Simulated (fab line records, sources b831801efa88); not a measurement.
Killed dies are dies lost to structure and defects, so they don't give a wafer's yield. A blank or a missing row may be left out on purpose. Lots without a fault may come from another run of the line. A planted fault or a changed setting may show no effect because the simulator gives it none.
Chamber matching | flow gf180mcu | GF_V4_CMP_26 on cmp-02: 4 sister chambers
The step polishes, stops on SiO2, t overpolish 15 s, target thk 0 nm. 4 wafers are shown with their chamber, then 7 later ones without.

WAFERS WITH THEIR CHAMBER
wafer  | chamber | motor_current_A (A)
L255.1 | 0       | 11.4
L262.1 | 1       | 11.7
L274.1 | 3       | 13.4
L274.5 | 2       | 10.8

WAFERS WITHOUT THEIR CHAMBER
wafer  | motor_current_A (A)
L274.6 | 12.6
L275.2 | 11.9
L275.3 | 10.5
L275.4 | 10.9
L276.3 | 11.2
L276.4 | 13.5
L276.5 | 13.9

WHICH CHAMBER EACH WENT THROUGH
wafer  | from the rows above          | in truth
L274.6 | can't be placed: 3 or 1 or 0 | 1
L275.2 | can't be placed: 1 or 0      | 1
L275.3 | can't be placed: 2 or 0      | 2
L275.4 | can't be placed: 2 or 0 or 1 | 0
L276.3 | can't be placed: 0 or 2 or 1 | 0
L276.4 | 3                            | 3
L276.5 | 3                            | 3
Placed correctly: 2 of 7. Can't be placed from these rows: 5 (the true chamber is among the candidates in 5). Placed wrongly: 0.
How it was worked out, from the rows above alone: a wafer's distance from a chamber is the root of the sum, over the readings, of the square of ((its reading less the chamber's mean) divided by the reading's scatter). The wafer belongs to the nearest chamber; if the next one is less than 2 further off, it can't be placed. A chamber's mean is the mean of its shown wafers. The scatter: with one shown wafer a chamber, the root of the mean of the squares of how far each hidden wafer lies from its nearest shown one.
